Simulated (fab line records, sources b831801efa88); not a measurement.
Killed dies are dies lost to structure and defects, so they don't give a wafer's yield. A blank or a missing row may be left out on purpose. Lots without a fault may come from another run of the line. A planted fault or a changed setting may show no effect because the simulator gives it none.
fab line records | flow sky130
record lots=5 wafers=15 last_day=50
route steps=708 shown VIA4@653 METAL5@661 PASSIVATION@681
lots that met no fault: from a run of the same line without faults
start_h: hours from the record's first day to the start of the lot's first wafer shown | wait_h: hours since the lot's step before | " the same as in the row above | L1.1+2: a row that stands for several wafers | - no value, or no start given | * or withheld: withheld | < > ~ a bound
route shown NAME@n: a module of which the file shows steps, and the number in the route of the first | usual: mean/standard deviation of fault-free wafers | same: alike in all rows | chamber/n: place in a boat | sites: the reading at each site | _std_site: their standard deviation | _edge_site: outer sites' mean less inner sites' | radius_mm: how far each site lies from the wafer's centre | mask NAME#n: copy n | behind: the tool/chamber that last shaped the wafer | hold: why the lot was held/for how many hours/how that ended | device: the transistor (n, p or np) that didn't switch | end of line: the same wafers' tests at the end of the route | a step without rows: its recipe alone | killed: dies lost to structure and defects at the first sort, not the wafer's yield | map: a wafer's dies, x killed, . not, _ none there
set.NAME: the setting as run; set.NAME@STEP: as run at that earlier step | model.NAME: the simulator's own value behind a step, which no gauge read
lots at some steps of the route; a table a step, a row a wafer
services: from which hour (start_h, from the record's first day; less than 0 if before it) a tool's chamber was out of use, for how many hours, and why
## steps
# step SKY_VIA4_STRIP_14
# recipe chemistry=post_etch_residue_remover time_s=1200 temp_c=72.5
# columns lot.wafer tool chamber start_h wait_h
L080.3+4+6 wet_bench-03 1 1040.79 0.1
L084.1+3+4 wet_bench-04 3 1083.50 0.1
L089.3+4+5 wet_bench-03 3 1105.30 0.0
L090.2+3+5 wet_bench-03 1 1118.82 0.1
L094.2+3+4 wet_bench-03 1 1130.04 0.1
# step SKY_VIA4_CLEAN_15
# recipe chemistry=IPA time_s=180 temp_c=25
# columns lot.wafer tool chamber start_h wait_h
L080.3+4+6 wet_bench-04 3 1041.13 0.0
L084.1+3+4 wet_bench-01 1 1083.84 0.0
L089.3+4+5 wet_bench-03 3 1105.67 0.0
L090.2+3+5 wet_bench-04 2 1119.23 0.0
L094.2+3+4 wet_bench-01 0 1130.38 0.0
# step SKY_VIA4_CLEAN_16
# recipe chemistry=O3/DIW dry=n2_spin
# columns lot.wafer tool chamber start_h wait_h
L080.3+4+6 wet_bench-03 1 1041.19 0.0
L084.1+3+4 wet_bench-04 1 1083.90 0.0
L089.3+4+5 wet_bench-03 3 1105.73 0.0
L090.2+3+5 wet_bench-03 1 1119.28 0.0
L094.2+3+4 wet_bench-04 1 1130.44 0.0
# step SKY_VIA4_SPUTTER_17
# recipe material=TiN target_thk_nm=20 chamber_pressure_pa=5 power_w=4000 time_s=80
# usual throttle_valve_pct=29.8/0.96
# columns lot.wafer tool chamber start_h wait_h throttle_valve_pct
L080.3 pvd_sputter-04 - 1041.28 0.0 30.3
L080.4 " - " " 28.1
L080.6 " - " " 28.4
L084.1 pvd_sputter-04 - 1083.99 0.0 31.2
L084.3 " - " " 30.1
L084.4 " - " " 30.9
L089.3 pvd_sputter-04 - 1105.83 0.0 28.2
L089.4 " - " " 30.6
L089.5 " - " " 28.1
L090.2 pvd_sputter-03 - 1119.39 0.0 29.3
L090.3 " - " " 30.7
L090.5 " - " " 30.9
L094.2 pvd_sputter-02 - 1130.54 0.0 29.4
L094.3 " - " " 29.2
L094.4 " - " " 29.4
# step SKY_VIA4_CVD_18
# recipe material=W target_thk_nm=505 time_s=152.14 temp_c=400 pressure_torr=39.01
# usual heater_power_w=898/59
# columns lot.wafer tool chamber start_h wait_h heater_power_w
L080.3 cvd_w-01 0 1041.40 0.1 986
L080.4 " 1 " " 900
L080.6 " 1 " " 895
L084.1 cvd_w-01 0 1084.05 0.0 979
L084.3 " 0 " " 973
L084.4 " 1 " " 902
L089.3 cvd_w-01 0 1105.94 0.1 970
L089.4 " 1 " " 890
L089.5 " 0 " " 976
L090.2 cvd_w-01 1 1119.48 0.1 927
L090.3 " 0 " " 959
L090.5 " 0 " " 1005
L094.2 cvd_w-01 1 1130.66 0.1 890
L094.3 " 1 " " 898
L094.4 " 1 " " 893
# step SKY_VIA4_RS_MEAS_19
# recipe thk_meas_gauge=four-point-probe reads=W_of_VIA4_CVD_18+TiN_of_VIA4_SPUTTER_17
# usual VIA4_W_RS=0.2298/0.0028
# columns lot.wafer tool chamber start_h wait_h VIA4_W_RS[ohm/sq]
L080.3 film_metro-03 - 1041.54 0.1 0.2276
L080.4 " - " " 0.2324
L080.6 " - " " 0.2338
L084.1 film_metro-01 - 1084.20 0.1 0.2244
L084.3 " - " " 0.2263
L084.4 " - " " 0.2279
L089.3 film_metro-01 - 1106.09 0.1 0.2263
L089.4 " - " " 0.2277
L089.5 " - " " 0.2269
L090.2 film_metro-04 - 1119.65 0.1 0.2299
L090.3 " - " " 0.2287
L090.5 " - " " 0.2274
L094.2 film_metro-04 - 1130.93 0.2 0.2305
L094.3 " - " " 0.2292
L094.4 " - " " 0.2290
# step SKY_VIA4_THK_MEAS_20
# recipe thk_meas_gauge=xrf reads=W_of_VIA4_CVD_18
# usual VIA4_W_THK=485/8.4
# columns lot.wafer tool chamber start_h wait_h VIA4_W_THK[nm]
L080.3 film_metro-03 - 1041.64 0.1 500
L080.4 " - " " 487
L080.6 " - " " 484
L084.1 film_metro-01 - 1084.32 0.1 494
L084.3 " - " " 491
L084.4 " - " " 487
L089.3 film_metro-01 - 1106.19 0.1 488
L089.4 " - " " 486
L089.5 " - " " 486
L090.2 film_metro-04 - 1119.76 0.1 480
L090.3 " - " " 485
L090.5 " - " " 484
L094.2 film_metro-04 - 1131.04 0.1 479
L094.3 " - " " 482
L094.4 " - " " 481
# step SKY_VIA4_CMP_21
# recipe stop_on=SiO2 t_overpolish_s=25 down_force_psi=3.5 platen_rpm=60 target_thk_nm=0 pad_velocity_m_s=0.94248
# usual motor_current_A=11.0/1 overpolish_run_s=25.000/0.0094 slurry_filter_dp_kPa=13.51/0.13 time_to_endpoint_s=119/3.5
# columns lot.wafer tool chamber start_h wait_h motor_current_A overpolish_run_s slurry_filter_dp_kPa time_to_endpoint_s
L080.3 cmp-02 2 1041.68 0.0 12.8 24.989 13.30 118
L080.4 " 3 " " 11.1 24.976 13.31 124
L080.6 " 3 " " 10.9 24.992 13.46 120
L084.4 cmp-02 2 1084.43 0.1 13.0 24.990 13.49 122
L084.1 " 3 " " 11.3 25.003 13.47 128
L084.3 " 0 " " 10.6 25.008 13.51 125
L089.3 cmp-01 2 1106.55 0.4 12.6 25.017 13.52 127
L089.4 " 3 " " 10.7 25.000 13.39 121
L089.5 " 1 " " 10.6 25.004 13.77 118
L090.3 cmp-01 1 1120.01 0.2 10.8 25.001 13.51 114
L090.2 " 3 " " 10.4 25.000 13.23 119
L090.5 " 0 " " 10.1 25.007 13.71 120
L094.2 cmp-01 0 1131.09 0.0 10.5 25.016 13.56 116
L094.3 " 1 " " 10.4 25.002 13.65 112
L094.4 " 2 " " 13.0 25.002 13.67 120
# step SKY_METAL5_SPUTTER_00
# recipe material=Ti target_thk_nm=15 power_w=3000 time_s=10 chamber_pressure_pa=0.4
# usual throttle_valve_pct=29.7/0.56
# columns lot.wafer tool chamber start_h wait_h throttle_valve_pct
L080.3 pvd_sputter-03 - 1041.98 0.2 29.9
L080.4 " - " " 29.4
L080.6 " - " " 29.0
L084.1 pvd_sputter-03 - 1084.68 0.1 29.0
L084.3 " - " " 30.0
L084.4 " - " " 30.7
L089.3 pvd_sputter-02 - 1106.75 0.1 28.7
L089.4 " - " " 29.6
L089.5 " - " " 29.5
L090.2 pvd_sputter-01 - 1120.26 0.1 29.2
L090.3 " - " " 29.7
L090.5 " - " " 29.5
L094.2 pvd_sputter-03 - 1131.39 0.2 29.8
L094.3 " - " " 29.3
L094.4 " - " " 30.8
# step SKY_METAL5_SPUTTER_01
# recipe material=TiN target_thk_nm=20 power_w=6500 time_s=16.7 chamber_pressure_pa=0.4
# usual throttle_valve_pct=29.7/0.57
# columns lot.wafer tool chamber start_h wait_h throttle_valve_pct
L080.3 pvd_sputter-03 - 1042.00 0.0 29.6
L080.4 " - " " 29.0
L080.6 " - " " 29.1
L084.1 pvd_sputter-03 - 1084.70 0.0 29.4
L084.3 " - " " 29.7
L084.4 " - " " 31.0
L089.3 pvd_sputter-02 - 1106.77 0.0 28.9
L089.4 " - " " 29.6
L089.5 " - " " 29.2
L090.2 pvd_sputter-01 - 1120.28 0.0 29.2
L090.3 " - " " 29.6
L090.5 " - " " 29.9
L094.2 pvd_sputter-03 - 1131.41 0.0 30.0
L094.3 " - " " 29.2
L094.4 " - " " 30.8
# step SKY_METAL5_SPUTTER_02
# recipe material=AlCu target_thk_nm=1150 power_w=10600 time_s=61.2 chamber_pressure_pa=0.4
# usual throttle_valve_pct=29.7/0.58
# columns lot.wafer tool chamber start_h wait_h throttle_valve_pct
L080.3 pvd_sputter-03 - 1042.03 0.0 29.7
L080.4 " - " " 28.8
L080.6 " - " " 29.1
L084.1 pvd_sputter-03 - 1084.73 0.0 29.3
L084.3 " - " " 29.9
L084.4 " - " " 30.5
L089.3 pvd_sputter-02 - 1106.80 0.0 28.5
L089.4 " - " " 29.9
L089.5 " - " " 29.1
L090.2 pvd_sputter-01 - 1120.31 0.0 29.2
L090.3 " - " " 29.5
L090.5 " - " " 30.0
L094.2 pvd_sputter-03 - 1131.44 0.0 30.1
L094.3 " - " " 29.2
L094.4 " - " " 30.8
# step SKY_METAL5_SPUTTER_03
# recipe material=Ti target_thk_nm=5 power_w=3000 time_s=3.3 chamber_pressure_pa=0.4
# usual throttle_valve_pct=29.7/0.57
# columns lot.wafer tool chamber start_h wait_h throttle_valve_pct
L080.3 pvd_sputter-03 - 1042.08 0.0 29.9
L080.4 " - " " 29.3
L080.6 " - " " 29.2
L084.1 pvd_sputter-03 - 1084.78 0.0 29.3
L084.3 " - " " 29.9
L084.4 " - " " 30.9
L089.3 pvd_sputter-02 - 1106.85 0.0 29.0
L089.4 " - " " 29.8
L089.5 " - " " 29.4
L090.2 pvd_sputter-01 - 1120.36 0.0 29.0
L090.3 " - " " 29.3
L090.5 " - " " 29.8
L094.2 pvd_sputter-03 - 1131.49 0.0 30.2
L094.3 " - " " 29.3
L094.4 " - " " 30.8
# step SKY_METAL5_SPUTTER_04
# recipe material=TiN target_thk_nm=70 power_w=6500 time_s=58.3 chamber_pressure_pa=0.4
# usual throttle_valve_pct=29.7/0.57
# columns lot.wafer tool chamber start_h wait_h throttle_valve_pct
L080.3 pvd_sputter-03 - 1042.09 0.0 29.8
L080.4 " - " " 29.4
L080.6 " - " " 29.2
L084.1 pvd_sputter-03 - 1084.80 0.0 29.6
L084.3 " - " " 30.0
L084.4 " - " " 30.8
L089.3 pvd_sputter-02 - 1106.87 0.0 29.0
L089.4 " - " " 29.8
L089.5 " - " " 28.9
L090.2 pvd_sputter-01 - 1120.38 0.0 29.1
L090.3 " - " " 29.5
L090.5 " - " " 30.0
L094.2 pvd_sputter-03 - 1131.51 0.0 30.0
L094.3 " - " " 29.3
L094.4 " - " " 30.6
# step SKY_METAL5_RS_MEAS_05
# recipe thk_meas_gauge=four-point-probe reads=TiN_of_METAL5_SPUTTER_04+Ti_of_METAL5_SPUTTER_03+AlCu_of_METAL5_SPUTTER_02+TiN_of_METAL5_SPUTTER_01+Ti_of_METAL5_SPUTTER_00
# usual METAL5_ALCU_RS=0.0271/0.00031
# columns lot.wafer tool chamber start_h wait_h METAL5_ALCU_RS[ohm/sq]
L080.3 film_metro-03 - 1042.18 0.1 0.0268
L080.4 " - " " 0.0271
L080.6 " - " " 0.0269
L084.1 film_metro-04 - 1084.85 0.0 0.0269
L084.3 " - " " 0.0270
L084.4 " - " " 0.0273
L089.3 film_metro-04 - 1106.96 0.1 0.0268
L089.4 " - " " 0.0267
L089.5 " - " " 0.0269
L090.2 film_metro-02 - 1120.44 0.0 0.0267
L090.3 " - " " 0.0271
L090.5 " - " " 0.0269
L094.2 film_metro-04 - 1131.57 0.0 0.0272
L094.3 " - " " 0.0271
L094.4 " - " " 0.0277
# step SKY_METAL5_THK_MEAS_06
# recipe thk_meas_gauge=xrf reads=AlCu_of_METAL5_SPUTTER_02
# usual METAL5_ALCU_THK=1168/16
# columns lot.wafer tool chamber start_h wait_h METAL5_ALCU_THK[nm]
L080.3 film_metro-03 - 1042.28 0.1 1177
L080.4 " - " " 1168
L080.6 " - " " 1181
L084.1 film_metro-04 - 1084.97 0.1 1169
L084.3 " - " " 1167
L084.4 " - " " 1153
L089.3 film_metro-04 - 1107.06 0.1 1175
L089.4 " - " " 1184
L089.5 " - " " 1172
L090.2 film_metro-02 - 1120.55 0.1 1182
L090.3 " - " " 1168
L090.5 " - " " 1180
L094.2 film_metro-04 - 1131.68 0.1 1159
L094.3 " - " " 1158
L094.4 " - " " 1139
# step SKY_METAL5_DEHYDRATE_07
# recipe temp_c=200 time_s=60
# usual heater_power_total_W=160.37/0.12
# columns lot.wafer tool chamber start_h wait_h heater_power_total_W
L080.3 litho_track-01 0 1052.51 10.2 160.23
L080.4 " 0 " " 160.34
L080.6 " 0 " " 160.26
L084.1 litho_track-01 0 1094.16 9.2 160.46
L084.3 " 0 " " 160.22
L084.4 " 0 " " 160.48
L089.3 litho_track-02 0 1115.80 8.7 160.30
L089.4 " 0 " " 160.57
L089.5 " 0 " " 160.28
L090.2 litho_track-03 0 1129.71 9.1 160.55
L090.3 " 0 " " 160.57
L090.5 " 0 " " 160.32
L094.2 litho_track-03 0 1140.51 8.8 160.32
L094.3 " 0 " " 160.16
L094.4 " 0 " " 160.59
# step SKY_METAL5_HMDS_08
# recipe prime_time_s=60 prime_temp_c=120
# columns lot.wafer tool chamber start_h wait_h
L080.3+4+6 litho_track-01 0 1052.66 0.1
L084.1+3+4 litho_track-01 0 1094.31 0.1
L089.3+4+5 litho_track-02 0 1115.95 0.1
L090.2+3+5 litho_track-03 0 1129.86 0.1
L094.2+3+4 litho_track-03 0 1140.66 0.1
# step SKY_METAL5_COAT_09
# recipe resist=NOVOLAK spin_rpm=3000 resist_thk_nm=1800
# columns lot.wafer tool chamber start_h wait_h
L080.3+4+6 litho_track-01 0 1052.81 0.1
L084.1+3+4 litho_track-01 0 1094.46 0.1
L089.3+4+5 litho_track-02 0 1116.10 0.1
L090.2+3+5 litho_track-03 0 1130.01 0.1
L094.2+3+4 litho_track-03 0 1140.81 0.1
# step SKY_METAL5_SOFTBAKE_10
# recipe temp_c=90 time_s=60 resist=NOVOLAK
# usual heater_power_total_W=56.60/0.045
# columns lot.wafer tool chamber start_h wait_h heater_power_total_W
L080.3 litho_track-01 0 1052.96 0.1 56.66
L080.4 " 0 " " 56.66
L080.6 " 0 " " 56.64
L084.1 litho_track-01 0 1094.61 0.1 56.64
L084.3 " 0 " " 56.63
L084.4 " 0 " " 56.57
L089.3 litho_track-02 0 1116.25 0.1 56.62
L089.4 " 0 " " 56.52
L089.5 " 0 " " 56.62
L090.2 litho_track-03 0 1130.16 0.1 56.56
L090.3 " 0 " " 56.64
L090.5 " 0 " " 56.58
L094.2 litho_track-03 0 1140.96 0.1 56.56
L094.3 " 0 " " 56.62
L094.4 " 0 " " 56.63
# step SKY_METAL5_EXPOSE_11
# recipe mask_id=MM5 na=0.6 source_shape=conventional sigma_outer=0.6 polarization=unpolarized target_cd_nm=1600 dose_mj=190
# columns lot.wafer tool chamber start_h wait_h mask
L080.3+4+6 iline_stepper-01 0 - - MM5#0
L084.1+3+4 iline_stepper-01 0 - - MM5#0
L089.3+4+5 iline_stepper-02 0 - - MM5#0
L090.2+3+5 iline_stepper-01 0 - - MM5#0
L094.2+3+4 iline_stepper-01 0 - - MM5#0
# step SKY_METAL5_PEB_12
# recipe temp_c=withheld time_s=* resist=NOVOLAK
# columns lot.wafer tool chamber start_h wait_h
L080.3+4+6 litho_track-01 0 - -
L084.1+3+4 litho_track-03 0 - -
L089.3+4+5 litho_track-02 0 - -
L090.2+3+5 litho_track-01 0 - -
L094.2+3+4 litho_track-01 0 - -
# step SKY_METAL5_DEVELOP_13
# recipe resist=NOVOLAK developer=TMAH develop_time_s=60 dev_temp_c=23
# columns lot.wafer tool chamber start_h wait_h
L080.3+4+6 litho_track-01 0 1063.41 0.1
L084.1+3+4 litho_track-03 0 1104.64 0.1
L089.3+4+5 litho_track-02 0 1126.00 0.1
L090.2+3+5 litho_track-01 0 1139.94 0.1
L094.2+3+4 litho_track-01 0 1150.09 0.1
# step SKY_METAL5_DESCUM_14
# recipe chemistry=O2 source_power_w=150 bias_power_w=0 pressure_mtorr=10 temp_c=40 time_s=11
# usual drypump_motor_current_A=5.8/0.41 oes_product_au=0.996/0.0083 rf_fwd_power_W=147.4/0.91
# columns lot.wafer tool chamber start_h wait_h drypump_motor_current_A oes_product_au rf_fwd_power_W rf_hours_counter_h
L080.3 rie_metal-03 0 1063.52 0.1 5.8 0.994 147.9 -
L080.4 " 1 " " 5.5 0.991 146.1 -
L080.6 " 1 " " 5.5 1.009 145.4 -
L084.1 rie_metal-04 1 1104.79 0.1 6.1 0.991 147.4 13
L084.3 " 1 " " 6.1 0.981 147.4 -
L084.4 " 1 " " 6.1 0.982 147.1 -
L089.3 rie_metal-04 1 1126.11 0.1 6.1 1.000 147.5 -
L089.4 " 0 " " 4.9 1.007 148.0 -
L089.5 " 1 " " 6.1 1.000 148.1 -
L090.2 rie_metal-04 0 1140.06 0.1 4.9 0.996 147.5 10
L090.3 " 1 " " 6.1 0.984 147.0 -
L090.5 " 0 " " 5.0 0.993 148.2 -
L094.2 rie_metal-03 0 1150.21 0.1 5.8 0.997 147.3 20
L094.3 " 1 " " 5.5 0.994 146.0 -
L094.4 " 0 " " 5.8 0.992 147.3 -
# step SKY_METAL5_METAL_ETCH_15
# recipe target_depth_a=12600 stop_on=SiO2 over_etch_frac=0.2 time_s=252 chemistry=Cl2/BCl3 resist_sidewall_deg=86 pressure_mtorr=10 icp_w=900 bias_w=48.5 Cl2_flow_sccm=60 bcl3_flow_sccm=30
# usual drypump_motor_current_A=5.8/0.41 oes_product_au=0.894/0.0051 rf_fwd_power_W=897.4/2.8 throttle_valve_pct=22.265/0.01
# columns lot.wafer tool chamber start_h wait_h drypump_motor_current_A oes_product_au rf_fwd_power_W rf_hours_counter_h throttle_valve_pct
L080.3 rie_metal-03 0 1063.62 0.1 5.8 0.895 896.5 - 22.265
L080.4 " 1 " " 5.5 0.905 893.7 - 22.255
L080.6 " 1 " " 5.6 0.898 898.4 - 22.268
L084.1 rie_metal-04 1 1104.86 0.1 6.1 0.885 895.9 13 22.272
L084.3 " 1 " " 6.1 0.888 894.0 - 22.247
L084.4 " 1 " " 6.1 0.903 895.9 - 22.264
L089.3 rie_metal-04 1 1126.21 0.1 6.1 0.897 894.8 - 22.254
L089.4 " 0 " " 4.9 0.899 899.5 - 22.271
L089.5 " 1 " " 6.1 0.900 897.9 - 22.288
L090.2 rie_metal-04 0 1140.09 0.0 4.9 0.899 898.9 10 22.252
L090.3 " 1 " " 6.1 0.894 894.1 - 22.261
L090.5 " 0 " " 4.9 0.900 897.9 - 22.263
L094.2 rie_metal-03 0 1150.25 0.0 5.8 0.893 892.5 20 22.256
L094.3 " 1 " " 5.5 0.892 897.0 - 22.269
L094.4 " 0 " " 5.8 0.897 894.3 - 22.255
# step SKY_METAL5_STRIP_16
# recipe chemistry=O2/N2 power_w=1400 pressure_mtorr=1500 platen_temp_c=withheld o2_flow_sccm=3000 n2_flow_sccm=300 overash_fraction=0.5
# usual drypump_motor_current_A=5.8/0.47 oes_product_au=0.710/0.0047 strip_time_to_endpoint_s=13.11/0.11
# columns lot.wafer tool chamber start_h wait_h drypump_motor_current_A oes_product_au rf_hours_counter_h strip_time_to_endpoint_s
L080.3 plasma_asher-02 1 1063.81 0.1 5.4 0.712 - 13.31
L080.4 " 0 " " 6.4 0.716 - 13.04
L080.6 " 1 " " 5.4 0.712 - 13.08
L084.1 plasma_asher-03 0 1105.33 0.4 5.9 0.714 97 13.15
L084.3 " 0 " " 5.9 0.709 - 13.25
L084.4 " 1 " " 5.6 0.710 - 13.19
L089.3 plasma_asher-01 0 1126.40 0.1 6.4 0.713 - 13.19
L089.4 " 1 " " 5.0 0.707 - 12.91
L089.5 " 0 " " 6.4 0.707 - 13.10
L090.2 plasma_asher-03 1 1140.33 0.2 5.6 0.707 101 12.92
L090.3 " 1 " " 5.6 0.714 - 13.13
L090.5 " 1 " " 5.6 0.701 - 12.91
L094.2 plasma_asher-01 1 1150.48 0.2 5.0 0.712 41 13.20
L094.3 " 0 " " 6.4 0.709 - 13.04
L094.4 " 1 " " 5.0 0.708 - 13.10
# step SKY_METAL5_STRIP_17
# recipe chemistry=post_etch_residue_remover time_s=1200 temp_c=72.5
# columns lot.wafer tool chamber start_h wait_h
L080.3+4+6 wet_bench-03 0 1063.91 0.1
L084.1+3+4 wet_bench-04 0 1105.43 0.1
L089.3+4+5 wet_bench-04 1 1126.46 0.0
L090.2+3+5 wet_bench-04 1 1140.43 0.1
L094.2+3+4 wet_bench-02 3 1150.58 0.1
# step SKY_METAL5_CLEAN_18
# recipe chemistry=IPA time_s=180 temp_c=25
# columns lot.wafer tool chamber start_h wait_h
L080.3+4+6 wet_bench-04 3 1064.25 0.0
L084.1+3+4 wet_bench-03 2 1105.83 0.1
L089.3+4+5 wet_bench-02 1 1126.81 0.0
L090.2+3+5 wet_bench-03 1 1140.77 0.0
L094.2+3+4 wet_bench-02 1 1150.92 0.0
# step SKY_METAL5_CLEAN_19
# recipe chemistry=O3/DIW dry=n2_spin
# columns lot.wafer tool chamber start_h wait_h
L080.3+4+6 wet_bench-03 1 1064.31 0.0
L084.1+3+4 wet_bench-03 0 1105.90 0.0
L089.3+4+5 wet_bench-04 3 1126.87 0.0
L090.2+3+5 wet_bench-03 3 1140.84 0.0
L094.2+3+4 wet_bench-03 1 1150.98 0.0
# step SKY_PASSIVATION_CVD_00
# recipe material=SiO2 target_thk_nm=90 temp_c=400 time_s=withheld rf_w=600
# usual heater_power_w=706/110 rf_fwd_power_W=587.6/2.8
# columns lot.wafer tool chamber start_h wait_h heater_power_w rf_fwd_power_W
L080.3 pecvd-03 2 1064.40 0.0 650 584.3
L080.4 " 2 " " 643 582.3
L080.6 " 0 " " 669 588.2
L084.1 pecvd-03 0 1106.00 0.0 672 588.0
L084.3 " 2 " " 602 584.4
L084.4 " 1 " " 764 583.6
L089.3 pecvd-03 1 1126.98 0.0 743 583.3
L089.4 " 2 " " 671 586.9
L089.5 " 2 " " 658 587.6
L090.2 pecvd-03 0 1140.94 0.0 655 585.7
L090.3 " 2 " " 612 589.1
L090.5 " 1 " " 685 585.6
L094.2 pecvd-03 1 1151.08 0.0 801 589.5
L094.3 " 2 " " 656 586.7
L094.4 " 1 " " 805 590.7
# step SKY_PASSIVATION_THK_MEAS_01
# recipe reads=SiO2_of_PASSIVATION_CVD_00
# usual PASSIVATION_CVD_00_THK=89.9/1.1
# columns lot.wafer tool chamber start_h wait_h PASSIVATION_CVD_00_THK[nm]
L080.3 film_metro-02 - 1064.44 - 90.0
L080.4 " - " " 90.6
L080.6 " - " " 91.0
L084.1 film_metro-02 - 1106.02 - 88.8
L084.3 " - " " 89.5
L084.4 " - " " 91.6
L089.3 film_metro-02 - 1127.02 - 92.0
L089.4 " - " " 90.6
L089.5 " - " " 91.5
L090.2 film_metro-01 - 1140.97 - 89.9
L090.3 " - " " 88.7
L090.5 " - " " 92.0
L094.2 film_metro-01 - 1151.11 - 89.1
L094.3 " - " " 89.3
L094.4 " - " " 90.7
# step SKY_PASSIVATION_CVD_02
# recipe material=Si3N4 target_thk_nm=540 temp_c=400 time_s=withheld rf_w=450
# usual heater_power_w=778/140 rf_fwd_power_W=449.0/1.4
# columns lot.wafer tool chamber start_h wait_h heater_power_w rf_fwd_power_W
L080.3 pecvd-02 1 1064.48 0.0 873 448.8
L080.4 " 0 " " 916 447.5
L080.6 " 2 " " 855 450.6
L084.1 pecvd-01 2 1106.08 0.1 812 448.1
L084.3 " 0 " " 883 448.2
L084.4 " 0 " " 720 448.0
L089.3 pecvd-01 0 1127.06 0.0 833 448.0
L089.4 " 0 " " 868 448.2
L089.5 " 2 " " 930 448.9
L090.2 pecvd-02 0 1141.02 0.0 797 447.5
L090.3 " 2 " " 861 447.5
L090.5 " 1 " " 696 450.9
L094.2 pecvd-01 1 1151.16 0.0 482 448.4
L094.3 " 2 " " 864 450.5
L094.4 " 2 " " 921 451.5
# step SKY_PASSIVATION_THK_MEAS_03
# recipe reads=Si3N4_of_PASSIVATION_CVD_02
# usual PASSIVATION_CVD_02_THK=539/7
# columns lot.wafer tool chamber start_h wait_h PASSIVATION_CVD_02_THK[nm]
L080.3 film_metro-04 - 1064.73 - 527
L080.4 " - " " 531
L080.6 " - " " 540
L084.1 film_metro-01 - 1106.30 - 537
L084.3 " - " " 536
L084.4 " - " " 539
L089.3 film_metro-01 - 1127.31 - 532
L089.4 " - " " 539
L089.5 " - " " 550
L090.2 film_metro-02 - 1141.25 - 535
L090.3 " - " " 535
L090.5 " - " " 547
L094.2 film_metro-02 - 1151.40 - 544
L094.3 " - " " 539
L094.4 " - " " 553
# step SKY_PASSIVATION_DEHYDRATE_04
# recipe temp_c=200 time_s=60
# usual heater_power_total_W=160.36/0.12
# columns lot.wafer tool chamber start_h wait_h heater_power_total_W
L080.3 litho_track-04 0 1074.98 10.2 160.47
L080.4 " 0 " " 160.37
L080.6 " 0 " " 160.43
L084.1 litho_track-04 0 1115.03 8.7 160.51
L084.3 " 0 " " 160.61
L084.4 " 0 " " 160.29
L089.3 litho_track-03 0 1136.39 9.1 160.15
L089.4 " 0 " " 160.30
L089.5 " 0 " " 160.28
L090.2 litho_track-03 0 1149.86 8.6 160.30
L090.3 " 0 " " 160.56
L090.5 " 0 " " 160.14
L094.2 litho_track-04 0 1160.05 8.6 160.20
L094.3 " 0 " " 160.38
L094.4 " 0 " " 160.35
# step SKY_PASSIVATION_HMDS_05
# recipe prime_time_s=60 prime_temp_c=120
# columns lot.wafer tool chamber start_h wait_h
L080.3+4+6 litho_track-04 0 1075.13 0.1
L084.1+3+4 litho_track-04 0 1115.18 0.1
L089.3+4+5 litho_track-03 0 1136.54 0.1
L090.2+3+5 litho_track-03 0 1150.01 0.1
L094.2+3+4 litho_track-04 0 1160.20 0.1
# step SKY_PASSIVATION_COAT_06
# recipe spin_rpm=2000 resist_thk_nm=3000
# columns lot.wafer tool chamber start_h wait_h
L080.3+4+6 litho_track-04 0 1075.28 0.1
L084.1+3+4 litho_track-04 0 1115.33 0.1
L089.3+4+5 litho_track-03 0 1136.69 0.1
L090.2+3+5 litho_track-03 0 1150.16 0.1
L094.2+3+4 litho_track-04 0 1160.35 0.1
# step SKY_PASSIVATION_SOFTBAKE_07
# recipe temp_c=110 time_s=withheld
# usual heater_power_total_W=65.32/0.14
# columns lot.wafer tool chamber start_h wait_h heater_power_total_W
L080.3 litho_track-04 0 1075.45 0.1 65.33
L080.4 " 0 " " 65.40
L080.6 " 0 " " 65.15
L084.1 litho_track-04 0 1115.48 0.1 65.25
L084.3 " 0 " " 65.17
L084.4 " 0 " " 65.29
L089.3 litho_track-03 0 1136.85 0.1 65.52
L089.4 " 0 " " 65.41
L089.5 " 0 " " 65.07
L090.2 litho_track-03 0 1150.32 0.1 65.23
L090.3 " 0 " " 65.24
L090.5 " 0 " " 65.35
L094.2 litho_track-04 0 1160.51 0.1 65.44
L094.3 " 0 " " 65.36
L094.4 " 0 " " 65.43
# step SKY_PASSIVATION_EXPOSE_08
# recipe mask_id=NSM target_cd_nm=3000 na=0.57 dose_mj=260
# columns lot.wafer tool chamber start_h wait_h mask
L080.3+4+6 iline_stepper-02 0 - - NSM#0
L084.1+3+4 iline_stepper-01 0 - - NSM#0
L089.3+4+5 iline_stepper-01 0 - - NSM#0
L090.2+3+5 iline_stepper-01 0 - - NSM#0
L094.2+3+4 iline_stepper-01 0 - - NSM#0
# step SKY_PASSIVATION_PEB_09
# recipe temp_c=115 time_s=withheld
# usual heater_power_total_W=69.33/0.13
# columns lot.wafer tool chamber start_h wait_h heater_power_total_W
L080.3 litho_track-04 0 - - 69.33
L080.4 " 0 " " 69.46
L080.6 " 0 " " 69.44
L084.1 litho_track-02 0 - - 69.29
L084.3 " 0 " " 69.48
L084.4 " 0 " " 69.41
L089.3 litho_track-04 0 - - 69.25
L089.4 " 0 " " 69.40
L089.5 " 0 " " 69.28
L090.2 litho_track-02 0 - - 69.51
L090.3 " 0 " " 69.32
L090.5 " 0 " " 69.16
L094.2 litho_track-04 0 - - 69.22
L094.3 " 0 " " 69.42
L094.4 " 0 " " 69.28
# step SKY_PASSIVATION_DEVELOP_10
# recipe develop_time_s=60 dev_temp_c=23
# columns lot.wafer tool chamber start_h wait_h
L080.3+4+6 litho_track-04 0 - -
L084.1+3+4 litho_track-02 0 - -
L089.3+4+5 litho_track-04 0 - -
L090.2+3+5 litho_track-02 0 - -
L094.2+3+4 litho_track-04 0 - -
## services
# columns tool chamber start_h hours kind
cmp-02 - 1031.70 5.6 repair
pecvd-02 - 1039.31 0.5 repair
plasma_asher-01 - 1045.97 1.5 repair
plasma_asher-03 - 1048.70 0.7 repair
plasma_asher-03 - 1052.56 2.0 repair
iline_stepper-01 - 1062.21 4.9 repair
cvd_w-01 - 1069.49 1.6 repair
cmp-02 - 1075.72 1.4 repair
rie_metal-03 0 1084.67 27.3 repair
iline_stepper-01 - 1085.21 1.7 pm
cmp-02 - 1085.90 4.0 pm
pecvd-03 - 1087.35 1.0 repair
rie_metal-04 0 1092.78 32.9 repair
pvd_sputter-03 - 1097.06 10.1 repair
cmp-02 - 1105.04 2.3 repair
rie_metal-03 - 1116.39 2.8 pm
pvd_sputter-02 - 1124.57 3.7 repair
cvd_w-01 0 1128.97 4.4 repair
cmp-01 - 1144.03 2.7 repair
cmp-01 - 1150.95 13.9 pm
pvd_sputter-02 - 1151.37 4.4 repair
pvd_sputter-02 - 1166.60 3.9 repair
cmp-01 - 1167.05 2.9 repair
pvd_sputter-02 - 1168.28 1.6 repair
## key
fault none
